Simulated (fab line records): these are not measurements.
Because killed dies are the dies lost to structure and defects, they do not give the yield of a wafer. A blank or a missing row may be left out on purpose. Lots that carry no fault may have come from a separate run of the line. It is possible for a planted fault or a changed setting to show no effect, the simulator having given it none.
Which tool did it? :: flow gf180mcu :: 14 lots with 42 wafers sampled at 5 steps, on a route of 602 steps

WHAT THE GAUGES SHOWED, per wafer
GF_STI_THK_MEAS_04.
lot: L449
measured: day 1 13:40
on: filmMetro-01
STI_CVD_03_THK (nm): 206.6 207.0 207.5

lot: L450
measured: day 1 19:31
on: filmMetro-01
STI_CVD_03_THK (nm): 208.4 209.8 209.3

lot: L451
measured: day 2 00:28
on: filmMetro-01
STI_CVD_03_THK (nm): 206.7 207.1 207.8

lot: L452
measured: day 2 04:34
on: filmMetro-01
STI_CVD_03_THK (nm): 209.1 208.6 207.4

lot: L453
measured: day 2 11:09
on: filmMetro-04
STI_CVD_03_THK (nm): 205.8 205.5 205.1

lot: L454
measured: day 2 14:37
on: filmMetro-04
STI_CVD_03_THK (nm): 209.2 208.2 209.2

lot: L455
measured: day 2 19:34
on: filmMetro-01
STI_CVD_03_THK (nm): 210.1 210.2 207.8

lot: L457
measured: day 3 05:34
on: filmMetro-01
STI_CVD_03_THK (nm): 203.0 205.1 206.6

lot: L459
measured: day 3 16:49
on: filmMetro-04
STI_CVD_03_THK (nm): 204.4 206.1 205.2

lot: L464
measured: day 4 16:34
on: filmMetro-01
STI_CVD_03_THK (nm): 210.2 211.6 209.9

lot: L465
measured: day 4 21:34
on: filmMetro-02
STI_CVD_03_THK (nm): 205.0 203.7 203.8

lot: L466
measured: day 5 02:34
on: filmMetro-01
STI_CVD_03_THK (nm): 206.1 208.2 206.4

lot: L468
measured: day 5 12:41
on: filmMetro-04
STI_CVD_03_THK (nm): 207.8 207.2 206.7

lot: L472
measured: day 6 08:43
on: filmMetro-04
STI_CVD_03_THK (nm): 204.1 207.7 206.2

GF_VT_IMPLANT_RS_MEAS_47: the measuring method here is four-point-probe.
lot: L449
measured: day 7 12:15
on: filmMetro-01
NWELL_RS (ohm/sq): 487.4 488.0 488.6

lot: L450
measured: day 7 20:53
on: filmMetro-02
NWELL_RS (ohm/sq): 487.0 487.1 487.0

lot: L451
measured: day 8 03:44
on: filmMetro-03
NWELL_RS (ohm/sq): 486.7 486.6 487.8

lot: L452
measured: day 8 10:03
on: filmMetro-02
NWELL_RS (ohm/sq): 489.7 489.2 488.0

lot: L453
measured: day 8 19:26
on: filmMetro-02
NWELL_RS (ohm/sq): 488.1 487.5 485.4

lot: L454
measured: day 8 21:41
on: filmMetro-01
NWELL_RS (ohm/sq): 486.0 485.5 486.7

lot: L455
measured: day 9 05:05
on: filmMetro-03
NWELL_RS (ohm/sq): 487.5 487.2 486.9

lot: L457
measured: day 9 18:32
on: filmMetro-02
NWELL_RS (ohm/sq): 488.7 487.7 488.2

lot: L459
measured: day 10 12:34
on: filmMetro-01
NWELL_RS (ohm/sq): 485.1 486.1 486.7

lot: L464
measured: day 11 19:51
on: filmMetro-02
NWELL_RS (ohm/sq): 486.7 487.8 485.7

lot: L465
measured: day 11 23:11
on: filmMetro-02
NWELL_RS (ohm/sq): 488.5 486.5 487.7

lot: L466
measured: day 12 06:15
on: filmMetro-03
NWELL_RS (ohm/sq): 486.7 486.2 486.0

lot: L468
measured: day 12 20:49
on: filmMetro-01
NWELL_RS (ohm/sq): 485.7 487.1 487.9

lot: L472
measured: day 14 01:26
on: filmMetro-03
NWELL_RS (ohm/sq): 489.3 488.2 487.8

GF_DUAL_GATE_OVL_MEAS_11.
lot: L449
measured: day 8 05:50
on: overlay-01
DUAL_GATE_OVL (nm): 0.0 -1.8 -2.5

lot: L450
measured: day 8 16:13
on: overlay-02
DUAL_GATE_OVL (nm): 0.5 -2.0 -0.4

lot: L451
measured: day 8 22:49
on: overlay-02
DUAL_GATE_OVL (nm): -1.2 -1.4 -0.7

lot: L452
measured: day 9 04:46
on: overlay-02
DUAL_GATE_OVL (nm): -1.2 -2.2 -1.6

lot: L453
measured: day 9 14:22
on: overlay-02
DUAL_GATE_OVL (nm): 0.4 -0.5 -0.7

lot: L454
measured: day 9 17:04
on: overlay-02
DUAL_GATE_OVL (nm): 3.7 1.5 1.1

lot: L455
measured: day 9 23:58
on: overlay-02
DUAL_GATE_OVL (nm): 1.2 0.5 0.9

lot: L457
measured: day 10 15:16
on: overlay-02
DUAL_GATE_OVL (nm): -0.5 1.0 1.3

lot: L459
measured: day 11 08:31
on: overlay-02
DUAL_GATE_OVL (nm): 0.8 0.8 0.8

lot: L464
measured: day 12 21:46
on: overlay-02
DUAL_GATE_OVL (nm): 1.4 -1.1 0.1

lot: L465
measured: day 12 21:40
on: overlay-01
DUAL_GATE_OVL (nm): 0.5 -0.6 0.4

lot: L466
measured: day 13 04:19
on: overlay-01
DUAL_GATE_OVL (nm): -3.3 -1.5 -1.3

lot: L468
measured: day 13 19:37
on: overlay-01
DUAL_GATE_OVL (nm): -1.5 -1.8 -1.6

lot: L472
measured: day 15 01:10
on: overlay-01
DUAL_GATE_OVL (nm): -0.3 1.3 1.3

WHAT TOOL EACH LOT RAN ON (gives the tool, then ch and the chambers of the sampled wafers, and finally the start)
lot: L449
GF_DNWELL_COAT_02: lithoTrack-03 ch 0, day 2 12:05
GF_DNWELL_STRIP_08: plasmaAsher-04 ch 0,1, day 2 18:40

lot: L450
GF_DNWELL_COAT_02: lithoTrack-04 ch 0, day 2 19:40
GF_DNWELL_STRIP_08: plasmaAsher-02 ch 0,1, day 3 01:19

lot: L451
GF_DNWELL_COAT_02: lithoTrack-03 ch 0, day 2 23:07
GF_DNWELL_STRIP_08: plasmaAsher-03 ch 0,1, day 3 05:34

lot: L452
GF_DNWELL_COAT_02: lithoTrack-02 ch 0, day 3 03:05
GF_DNWELL_STRIP_08: plasmaAsher-02 ch 0,1, day 3 10:25

lot: L453
GF_DNWELL_COAT_02: lithoTrack-04 ch 0, day 3 10:13
GF_DNWELL_STRIP_08: plasmaAsher-04 ch 1, day 3 16:31

lot: L454
GF_DNWELL_COAT_02: lithoTrack-04 ch 0, day 3 12:58
GF_DNWELL_STRIP_08: plasmaAsher-02 ch 0,1, day 3 19:58

lot: L455
GF_DNWELL_COAT_02: lithoTrack-04 ch 0, day 3 18:37
GF_DNWELL_STRIP_08: plasmaAsher-04 ch 0,1, day 4 01:40

lot: L457
GF_DNWELL_COAT_02: lithoTrack-04 ch 0, day 4 04:52
GF_DNWELL_STRIP_08: plasmaAsher-03 ch 0, day 4 11:49

lot: L459
GF_DNWELL_COAT_02: lithoTrack-04 ch 0, day 4 17:51
GF_DNWELL_STRIP_08: plasmaAsher-03 ch 0,1, day 5 01:01

lot: L464
GF_DNWELL_COAT_02: lithoTrack-03 ch 0, day 5 18:14
GF_DNWELL_STRIP_08: plasmaAsher-03 ch 0,1, day 6 02:22

lot: L465
GF_DNWELL_COAT_02: lithoTrack-04 ch 0, day 5 22:55
GF_DNWELL_STRIP_08: plasmaAsher-04 ch 0,1, day 6 06:49

lot: L466
GF_DNWELL_COAT_02: lithoTrack-04 ch 0, day 6 03:33
GF_DNWELL_STRIP_08: plasmaAsher-03 ch 0,1, day 6 11:43

lot: L468
GF_DNWELL_COAT_02: lithoTrack-03 ch 0, day 6 15:50
GF_DNWELL_STRIP_08: plasmaAsher-04 ch 0,1, day 6 23:37

lot: L472
GF_DNWELL_COAT_02: lithoTrack-03 ch 0, day 7 13:46
GF_DNWELL_STRIP_08: plasmaAsher-02 ch 0,1, day 7 21:52
- GF_DNWELL_COAT_02: resist thk 3000 nm.
- GF_DNWELL_STRIP_08: strips in O2/N2.

WHAT THE TOOLS THEMSELVES READ (means of the sampled wafers that have a number; where no wafer has one, the mark that the record gives instead)
GF_DNWELL_STRIP_08.
lot: L449
tool: plasmaAsher-04
chamberPressureMTorr (mTorr): 1501.0
drypumpMotorCurrentA (A): 5.9
heaterPowerW (W): 343
oesProductAu (a.u.): 0.722
stripTimeToEndpointS (s): 37.00

lot: L450
tool: plasmaAsher-02
chamberPressureMTorr (mTorr): 1499.7
drypumpMotorCurrentA (A): 6.4
heaterPowerW (W): 323
oesProductAu (a.u.): 0.725
stripTimeToEndpointS (s): 36.87

lot: L451
tool: plasmaAsher-03
chamberPressureMTorr (mTorr): 1501.2
drypumpMotorCurrentA (A): 5.4
heaterPowerW (W): 332
oesProductAu (a.u.): 0.716
stripTimeToEndpointS (s): 37.20

lot: L452
tool: plasmaAsher-02
chamberPressureMTorr (mTorr): 1499.3
drypumpMotorCurrentA (A): 6.1
heaterPowerW (W): 339
oesProductAu (a.u.): 0.721
stripTimeToEndpointS (s): 36.64

lot: L453
tool: plasmaAsher-04
chamberPressureMTorr (mTorr): 1499.7
drypumpMotorCurrentA (A): 6.2
heaterPowerW (W): 388
oesProductAu (a.u.): 0.718
stripTimeToEndpointS (s): 36.72

lot: L454
tool: plasmaAsher-02
chamberPressureMTorr (mTorr): 1501.9
drypumpMotorCurrentA (A): 6.4
heaterPowerW (W): 326
oesProductAu (a.u.): 0.720
stripTimeToEndpointS (s): 37.00

lot: L455
tool: plasmaAsher-04
chamberPressureMTorr (mTorr): 1501.2
drypumpMotorCurrentA (A): 5.9
heaterPowerW (W): 342
oesProductAu (a.u.): 0.724
stripTimeToEndpointS (s): 36.91

lot: L457
tool: plasmaAsher-03
chamberPressureMTorr (mTorr): 1499.5
drypumpMotorCurrentA (A): 5.3
heaterPowerW (W): 316
oesProductAu (a.u.): 0.717
stripTimeToEndpointS (s): 36.95

lot: L459
tool: plasmaAsher-03
chamberPressureMTorr (mTorr): 1500.4
drypumpMotorCurrentA (A): 5.4
heaterPowerW (W): 338
oesProductAu (a.u.): 0.720
stripTimeToEndpointS (s): 36.95

lot: L464
tool: plasmaAsher-03
chamberPressureMTorr (mTorr): 1500.6
drypumpMotorCurrentA (A): 5.4
heaterPowerW (W): 335
oesProductAu (a.u.): 0.723
stripTimeToEndpointS (s): 36.88

lot: L465
tool: plasmaAsher-04
chamberPressureMTorr (mTorr): 1500.1
drypumpMotorCurrentA (A): 6.1
heaterPowerW (W): 368
oesProductAu (a.u.): 0.724
stripTimeToEndpointS (s): 39.13

lot: L466
tool: plasmaAsher-03
chamberPressureMTorr (mTorr): 1499.9
drypumpMotorCurrentA (A): 5.6
heaterPowerW (W): 355
oesProductAu (a.u.): 0.725
stripTimeToEndpointS (s): 39.17

lot: L468
tool: plasmaAsher-04
chamberPressureMTorr (mTorr): 1499.5
drypumpMotorCurrentA (A): 6.1
heaterPowerW (W): 365
oesProductAu (a.u.): 0.723
stripTimeToEndpointS (s): 36.98

lot: L472
tool: plasmaAsher-02
chamberPressureMTorr (mTorr): 1500.1
drypumpMotorCurrentA (A): 6.1
heaterPowerW (W): 335
oesProductAu (a.u.): 0.725
stripTimeToEndpointS (s): 36.89

THE ANSWER, worked out from the rows above alone
Rule: what is usual is taken from the lots themselves. Put in order of their means at a reading, lots are off if they are a third of the lots or fewer, leave a main group of 4 or more, and stand apart from it by a gap of 3 or more times the standard deviation of the main group's means; of several such gaps the widest counts. Not used: any main group whose means are identical at the precision the tables above print for the reading. Also off: a lot with no number at a reading for which 4 or more lots have one. Where the step has rows for the other lots, those lots are counted as sound. The gauges are gone through in route order, then the tools' own readings, and for those a lot's mean is taken as printed above. At the first step where some lot is off, the reading lying furthest off is the one used; lots without a number count as furthest.
Off at GF_DNWELL_STRIP_08 (stripTimeToEndpointS): L465, L466. Mean 36.92 s and standard deviation 0.14 in the main group.
A tool fits if, at that step or a process step before it, it ran every lot that is off, and no sound lot after the first of them. One fits: lithoTrack-04 at GF_DNWELL_COAT_02. Its last sound lot is L459 (day 4 17:51), its first lot that is off L465 (day 5 22:55): a fault that began between those two fits.

WHAT HAD BEEN PUT IN BY THE SIMULATOR
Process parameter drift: lithoTrack-04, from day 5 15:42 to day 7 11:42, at GF_DNWELL_COAT_02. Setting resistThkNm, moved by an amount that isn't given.
Struck lots among those shown: L465, L466. The rule above found the same.
